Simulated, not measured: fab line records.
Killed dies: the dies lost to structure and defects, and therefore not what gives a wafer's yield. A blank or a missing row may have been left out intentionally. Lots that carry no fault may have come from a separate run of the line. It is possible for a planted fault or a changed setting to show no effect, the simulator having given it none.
fab line records ; flow sky130
record: lots: 13; wafers: 39; lastDay: 49
route steps=708 shown NWELL@63 VT_ADJUST_NCORE@127 VT_ADJUST_PCH@150 PAD_OPEN@708
lots that met no fault: from a run of the same line without faults
startH: hours from the record's opening day to when the first of the lot's shown wafers began ; waitH: time in hours since the lot's previous step ; " the same as in the row above ; L1.1+2: a single row standing in for several wafers ; - no value present, or no start provided ; * or withheld: withheld ; < > ~ a bound
route shown NAME@n: NAME is a module with steps in the file, n the number in the route of the first one ; usual: the fault-free wafers' mean and standard deviation ; same: alike in all rows ; chamber/n: place in a boat ; sites: per-site readings ; _std_site: how widely they spread, as a standard deviation ; _edge_site: inner sites' mean taken away from outer sites' mean ; radiusMm: for every site, how far away it sits from the centre of the wafer ; mask NAME#n: copy n ; behind: the most recent tool/chamber to have shaped the wafer ; hold: why the lot was held/for how many hours/how that ended ; device: names the non-switching transistor (n, p or np) ; end of line: the route-end tests of the same wafers ; a step without rows: its recipe alone ; killed: at the first sort, the dies lost to defects and structure; wafer yield is something else ; map: dies across one wafer; x = killed, . = not, _ = none there
set.NAME: the setting the step ran with; set.NAME@STEP: the setting that earlier step ran with ; model.NAME: the simulator's own value behind a step, which no gauge read
route steps across a sampled set of lots; one table per step, one row per wafer
services: the hour from which a tool's chamber was out of use, counted from the record's first day as startH (under 0 if before that day), plus the number of hours and why
== steps ==
step: SKY_NWELL_OVL_MEAS_10
usual: NWELL_00_OVL: 0.6/1.2
lot.wafer;tool;chamber;startH;waitH;NWELL_00_OVL[nm]
L947.1;overlay-02;-;93.78;-;0.9
L947.4;overlay-02;-;93.78;-;1.0
L947.6;overlay-02;-;93.78;-;1.2
L949.1;overlay-02;-;102.06;-;-1.6
L949.5;overlay-02;-;102.06;-;-0.9
L949.6;overlay-02;-;102.06;-;1.3
L951.1;overlay-01;-;117.93;-;1.7
L951.2;overlay-01;-;117.93;-;1.1
L951.4;overlay-01;-;117.93;-;1.4
L952.2;overlay-02;-;120.74;-;4.0
L952.3;overlay-02;-;120.74;-;2.0
L952.6;overlay-02;-;120.74;-;1.7
L953.1;overlay-01;-;127.66;-;-0.1
L953.2;overlay-01;-;127.66;-;0.7
L953.3;overlay-01;-;127.66;-;0.4
L954.2;overlay-01;-;133.19;-;0.3
L954.3;overlay-01;-;133.19;-;0.9
L954.5;overlay-01;-;133.19;-;0.1
L957.3;overlay-02;-;145.87;-;1.4
L957.4;overlay-02;-;145.87;-;1.0
L957.6;overlay-02;-;145.87;-;-1.1
L958.1;overlay-02;-;159.41;-;1.9
L958.4;overlay-02;-;159.41;-;2.3
L958.6;overlay-02;-;159.41;-;1.6
L960.1;overlay-01;-;169.36;-;0.2
L960.5;overlay-01;-;169.36;-;-0.8
L960.6;overlay-01;-;169.36;-;-0.6
L961.1;overlay-02;-;174.41;-;1.8
L961.2;overlay-02;-;174.41;-;0.0
L961.4;overlay-02;-;174.41;-;-0.7
L962.2;overlay-01;-;182.07;-;0.8
L962.3;overlay-01;-;182.07;-;-0.5
L962.5;overlay-01;-;182.07;-;-0.2
L963.2;overlay-02;-;185.47;-;1.1
L963.3;overlay-02;-;185.47;-;1.3
L963.6;overlay-02;-;185.47;-;1.6
L965.3;overlay-01;-;200.72;-;-0.2
L965.4;overlay-01;-;200.72;-;0.5
L965.6;overlay-01;-;200.72;-;1.8
step: SKY_VT_ADJUST_NCORE_OVL_MEAS_08
usual: VT_ADJUST_NCORE_OVL: 0.0/1.2
lot.wafer;tool;chamber;startH;waitH;VT_ADJUST_NCORE_OVL[nm]
L947.1;overlay-01;-;192.13;0.1;2.0
L947.4;overlay-01;-;192.13;0.1;3.0
L947.6;overlay-01;-;192.13;0.1;1.8
L949.1;overlay-02;-;201.98;0.1;0.0
L949.5;overlay-02;-;201.98;0.1;-0.6
L949.6;overlay-02;-;201.98;0.1;-0.1
L951.1;overlay-02;-;222.88;0.1;0.5
L951.2;overlay-02;-;222.88;0.1;1.3
L951.4;overlay-02;-;222.88;0.1;1.1
L952.2;overlay-01;-;224.43;0.1;0.6
L952.3;overlay-01;-;224.43;0.1;-1.3
L952.6;overlay-01;-;224.43;0.1;0.6
L953.1;overlay-01;-;233.18;0.1;-0.3
L953.2;overlay-01;-;233.18;0.1;-1.4
L953.3;overlay-01;-;233.18;0.1;0.0
L954.2;overlay-01;-;240.38;0.1;-2.0
L954.3;overlay-01;-;240.38;0.1;-1.9
L954.5;overlay-01;-;240.38;0.1;-1.0
L957.3;overlay-01;-;253.79;0.1;0.9
L957.4;overlay-01;-;253.79;0.1;1.9
L957.6;overlay-01;-;253.79;0.1;1.0
L958.1;overlay-01;-;271.83;0.1;-0.6
L958.4;overlay-01;-;271.83;0.1;-2.0
L958.6;overlay-01;-;271.83;0.1;0.1
L960.1;overlay-02;-;284.03;0.1;-0.1
L960.5;overlay-02;-;284.03;0.1;-0.3
L960.6;overlay-02;-;284.03;0.1;0.5
L961.1;overlay-01;-;289.83;0.1;-0.1
L961.2;overlay-01;-;289.83;0.1;1.3
L961.4;overlay-01;-;289.83;0.1;0.6
L962.2;overlay-02;-;299.48;0.1;0.4
L962.3;overlay-02;-;299.48;0.1;-0.8
L962.5;overlay-02;-;299.48;0.1;0.1
L963.2;overlay-01;-;302.58;0.1;-0.7
L963.3;overlay-01;-;302.58;0.1;-1.2
L963.6;overlay-01;-;302.58;0.1;0.6
L965.3;overlay-02;-;323.79;0.1;0.1
L965.4;overlay-02;-;323.79;0.1;-3.1
L965.6;overlay-02;-;323.79;0.1;-3.0
step: SKY_VT_ADJUST_NCORE_IMPLANT_09
recipe: species: B; energyKev: 10; doseCm2: 2.4e+12; tiltDeg: withheld
usual: beamEnergyKeV: 10.000/0.0033; faradayCurrentUA: 13.52/0.28
same: implantIonAmu: 11
lot.wafer;tool;chamber;startH;waitH;beamEnergyKeV;faradayCurrentUA
L947.1;implanter-04;0;192.16;0.0;10.001;13.49
L947.4;implanter-04;0;192.16;0.0;10.005;13.46
L947.6;implanter-04;0;192.16;0.0;10.004;13.50
L949.1;implanter-02;0;202.01;0.0;10.004;13.55
L949.5;implanter-02;0;202.01;0.0;10.002;13.48
L949.6;implanter-02;0;202.01;0.0;10.001;13.37
L951.1;implanter-04;0;222.91;0.0;10.000;13.50
L951.2;implanter-04;0;222.91;0.0;9.999;13.49
L951.4;implanter-04;0;222.91;0.0;10.002;14.05
L952.2;implanter-02;0;224.49;0.0;10.003;13.71
L952.3;implanter-02;0;224.49;0.0;10.001;14.02
L952.6;implanter-02;0;224.49;0.0;10.004;13.88
L953.1;implanter-02;0;233.21;0.0;10.002;13.96
L953.2;implanter-02;0;233.21;0.0;10.006;13.03
L953.3;implanter-02;0;233.21;0.0;10.003;13.31
L954.2;implanter-02;0;240.44;0.0;10.002;13.60
L954.3;implanter-02;0;240.44;0.0;10.001;13.27
L954.5;implanter-02;0;240.44;0.0;10.002;13.49
L957.3;implanter-04;0;253.86;0.1;9.993;13.14
L957.4;implanter-04;0;253.86;0.1;9.997;13.50
L957.6;implanter-04;0;253.86;0.1;9.995;13.60
L958.1;implanter-02;0;271.86;0.0;9.994;13.65
L958.4;implanter-02;0;271.86;0.0;10.000;13.20
L958.6;implanter-02;0;271.86;0.0;9.999;13.56
L960.1;implanter-02;0;284.06;0.0;7.129;13.55
L960.5;implanter-02;0;284.06;0.0;7.127;13.35
L960.6;implanter-02;0;284.06;0.0;7.134;13.21
L961.1;implanter-04;0;289.86;0.0;10.000;13.35
L961.2;implanter-04;0;289.86;0.0;9.996;13.07
L961.4;implanter-04;0;289.86;0.0;9.995;13.30
L962.2;implanter-04;0;299.54;0.0;10.008;13.25
L962.3;implanter-04;0;299.54;0.0;10.000;13.57
L962.5;implanter-04;0;299.54;0.0;10.002;13.69
L963.2;implanter-02;0;302.64;0.0;7.129;13.09
L963.3;implanter-02;0;302.64;0.0;7.130;13.10
L963.6;implanter-02;0;302.64;0.0;7.128;13.79
L965.3;implanter-04;0;323.86;0.1;9.996;14.18
L965.4;implanter-04;0;323.86;0.1;9.997;13.81
L965.6;implanter-04;0;323.86;0.1;9.998;13.99
step: SKY_VT_ADJUST_NCORE_TW_MEAS_11
usual: VT_ADJUST_NCORE_TW: 218.6/1.6
lot.wafer;tool;chamber;startH;waitH;hold;VT_ADJUST_NCORE_TW
L947.1;filmMetro-02;-;192.41;0.1;-;220.7
L947.4;filmMetro-02;-;192.41;0.1;-;220.0
L947.6;filmMetro-02;-;192.41;0.1;-;219.8
L949.1;filmMetro-02;-;202.26;0.1;-;220.3
L949.5;filmMetro-02;-;202.26;0.1;-;220.5
L949.6;filmMetro-02;-;202.26;0.1;-;220.2
L951.1;filmMetro-03;-;223.16;0.1;-;216.9
L951.2;filmMetro-03;-;223.16;0.1;-;217.1
L951.4;filmMetro-03;-;223.16;0.1;-;216.7
L952.2;filmMetro-03;-;224.72;0.1;-;217.0
L952.3;filmMetro-03;-;224.72;0.1;-;217.3
L952.6;filmMetro-03;-;224.72;0.1;-;216.7
L953.1;filmMetro-02;-;233.46;0.1;-;220.4
L953.2;filmMetro-02;-;233.46;0.1;-;220.5
L953.3;filmMetro-02;-;233.46;0.1;-;220.0
L954.2;filmMetro-01;-;240.67;0.1;-;217.3
L954.3;filmMetro-01;-;240.67;0.1;-;217.4
L954.5;filmMetro-01;-;240.67;0.1;-;217.7
L957.3;filmMetro-01;-;254.08;0.1;-;215.8
L957.4;filmMetro-01;-;254.08;0.1;-;216.7
L957.6;filmMetro-01;-;254.08;0.1;-;217.0
L958.1;filmMetro-01;-;272.11;0.1;-;218.3
L958.4;filmMetro-01;-;272.11;0.1;-;217.5
L958.6;filmMetro-01;-;272.11;0.1;-;218.5
L960.1;filmMetro-02;-;284.31;0.1;awaitDispo/0.2h/release;203.5
L960.5;filmMetro-02;-;284.31;0.1;awaitDispo/0.2h/release;203.3
L960.6;filmMetro-02;-;284.31;0.1;awaitDispo/0.2h/release;203.3
L960.1;filmMetro-02;-;284.54;0.2;-;203.9
L960.5;filmMetro-02;-;284.54;0.2;-;204.4
L960.6;filmMetro-02;-;284.54;0.2;-;203.7
L961.1;filmMetro-01;-;290.11;0.1;-;218.7
L961.2;filmMetro-01;-;290.11;0.1;-;217.8
L961.4;filmMetro-01;-;290.11;0.1;-;218.9
L962.2;filmMetro-02;-;299.77;0.1;-;220.7
L962.3;filmMetro-02;-;299.77;0.1;-;218.9
L962.5;filmMetro-02;-;299.77;0.1;-;221.1
L963.2;filmMetro-01;-;302.87;0.1;awaitDispo/0.2h/release;202.7
L963.3;filmMetro-01;-;302.87;0.1;awaitDispo/0.2h/release;202.3
L963.6;filmMetro-01;-;302.87;0.1;awaitDispo/0.2h/release;201.1
L963.2;filmMetro-01;-;303.16;0.3;-;200.7
L963.3;filmMetro-01;-;303.16;0.3;-;202.6
L963.6;filmMetro-01;-;303.16;0.3;-;201.2
L965.3;filmMetro-01;-;324.08;0.1;-;216.1
L965.4;filmMetro-01;-;324.08;0.1;-;216.9
L965.6;filmMetro-01;-;324.08;0.1;-;216.6
step: SKY_VT_ADJUST_PCH_OVL_MEAS_07
usual: VT_ADJUST_PCH_OVL: 0.0/1.4
lot.wafer;tool;chamber;startH;waitH;VT_ADJUST_PCH_OVL[nm]
L947.1;overlay-02;-;237.01;-;0.0
L947.4;overlay-02;-;237.01;-;2.1
L947.6;overlay-02;-;237.01;-;2.1
L949.1;overlay-02;-;247.91;-;-3.2
L949.5;overlay-02;-;247.91;-;-1.3
L949.6;overlay-02;-;247.91;-;-0.8
L951.1;overlay-01;-;270.58;-;2.1
L951.2;overlay-01;-;270.58;-;1.5
L951.4;overlay-01;-;270.58;-;1.1
L952.2;overlay-02;-;272.66;-;-1.7
L952.3;overlay-02;-;272.66;-;0.3
L952.6;overlay-02;-;272.66;-;0.9
L953.1;overlay-02;-;280.53;-;-2.1
L953.2;overlay-02;-;280.53;-;-1.8
L953.3;overlay-02;-;280.53;-;-2.6
L954.2;overlay-02;-;289.51;-;-0.8
L954.3;overlay-02;-;289.51;-;1.4
L954.5;overlay-02;-;289.51;-;0.6
L957.3;overlay-01;-;303.82;-;0.1
L957.4;overlay-01;-;303.82;-;0.8
L957.6;overlay-01;-;303.82;-;0.2
L958.1;overlay-01;-;324.01;-;1.1
L958.4;overlay-01;-;324.01;-;0.8
L958.6;overlay-01;-;324.01;-;2.0
L960.1;overlay-01;-;335.61;-;1.1
L960.5;overlay-01;-;335.61;-;2.0
L960.6;overlay-01;-;335.61;-;-0.2
L961.1;overlay-02;-;341.76;-;0.6
L961.2;overlay-02;-;341.76;-;0.3
L961.4;overlay-02;-;341.76;-;1.8
L962.2;overlay-01;-;352.81;-;0.4
L962.3;overlay-01;-;352.81;-;-1.1
L962.5;overlay-01;-;352.81;-;-0.7
L963.2;overlay-02;-;355.66;-;0.9
L963.3;overlay-02;-;355.66;-;-0.6
L963.6;overlay-02;-;355.66;-;0.3
L965.3;overlay-01;-;379.17;-;0.1
L965.4;overlay-01;-;379.17;-;-2.4
L965.6;overlay-01;-;379.17;-;-1.6
step: SKY_PAD_OPEN_PROBE_99
usual: killed_at_M0_to_M3: 44/7.2; killed_at_M4_up: 2.9/1.8; killedAtContacts: 24/5.6; killedAtFrontEnd: 15/4.2; killedAtOther: 0.4/0.71; killedDies: 86/9.2; killedOpen: 47/7.2; killedShort: 39/5.7
same: grossDies: 492; killedAtBackSide: 0
lot.wafer;tool;chamber;startH;waitH;killed_at_M0_to_M3;killed_at_M4_up;killedAtContacts;killedAtFrontEnd;killedAtOther;killedDies;killedOpen;killedShort
L951.1;prober-02;-;1118.07;0.1;39;3;25;14;0;81;39;41
L951.2;prober-02;-;1118.12;0.1;49;2;32;12;0;95;51;43
L960.1;prober-02;-;1163.53;0.1;28;5;24;16;0;73;38;34
L960.5;prober-02;-;1163.73;0.2;41;2;23;21;0;87;47;39
L960.6;prober-02;-;1163.78;0.2;48;3;17;17;0;85;47;38
killed by level:class
L951.1 CONTACT:geometricParticle:open=9 VIA3:geometricParticle:open=9 METAL1:geometricParticle:short=8 CONTACT:geometricParticle:short=8 VIA1:geometricParticle:open=8 VIA1:geometricParticle:short=6 LI_CONTACT:geometricParticle:open=5 FIELD_ISO:geometricParticle:short=4
L951.2 VIA1:geometricParticle:open=15 LI_CONTACT:geometricParticle:short=8 CONTACT:geometricParticle:open=8 LI_CONTACT:geometricParticle:open=7 VIA3:geometricParticle:open=7 VIA2:geometricParticle:open=6 LOCAL_INTERCONNECT:geometricParticle:short=5 METAL1:geometricParticle:short=4
L960.1 CONTACT:geometricParticle:open=9 METAL2:geometricParticle:short=6 LI_CONTACT:geometricParticle:open=5 LOCAL_INTERCONNECT:geometricParticle:short=5 VIA3:geometricParticle:open=5 FIELD_ISO:geometricParticle:open=4 METAL1:geometricParticle:short=4 VIA1:geometricParticle:open=4
L960.5 CONTACT:geometricParticle:open=10 VIA1:geometricParticle:open=9 METAL1:geometricParticle:short=9 FIELD_ISO:geometricParticle:open=8 LI_CONTACT:geometricParticle:open=6 VIA1:geometricParticle:short=5 METAL2:geometricParticle:short=5 VIA2:geometricParticle:open=4
L960.6 VIA1:geometricParticle:open=12 VIA3:geometricParticle:open=10 FIELD_ISO:geometricParticle:short=7 LI_CONTACT:geometricParticle:open=6 CONTACT:geometricParticle:open=6 METAL1:geometricParticle:short=6 FIELD_ISO:geometricParticle:open=5 VIA1:geometricParticle:short=4
== services ==
tool;chamber;startH;hours;kind
implanter-02;-;188.76;2.9;repair
implanter-04;-;202.04;4.4;pm
== key ==
firstSign: step: SKY_VT_ADJUST_NCORE_IMPLANT_09; reading: beamEnergyKeV; direction: down; sigmas: 99+; usual: *; struck: *
effect: step: SKY_VT_ADJUST_NCORE_TW_MEAS_11; reading: visit; direction: added
effect: step: SKY_VT_ADJUST_NCORE_TW_MEAS_11; reading: VT_ADJUST_NCORE_TW; direction: down; sigmas: 9.9; usual: 218.6; struck: 202.7
metAt SKY_VT_ADJUST_NCORE_IMPLANT_09
struckLots L960,L963
testerLeftOut L960,L963
notActingAt SKY_NWELL_OVL_MEAS_10,SKY_VT_ADJUST_NCORE_OVL_MEAS_08,SKY_VT_ADJUST_PCH_OVL_MEAS_07
onsetBetween 271.86 284.06
fault: kind: processParameterDrift; tool: implanter-02; chamber: -; onsetH: 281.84; steps: SKY_VT_ADJUST_NCORE_IMPLANT_09; channel: energyKev; offset: *; shape: step; endH: 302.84; actsIn: *; stated: *
testerLeftOut: of these lots the tester's yield and bins aren't shown, on N5 and GAA mostly nor the transistor test; their killed dies are dies lost to structure and defects alone, not to doping, threshold or leakage, so they don't give the yield
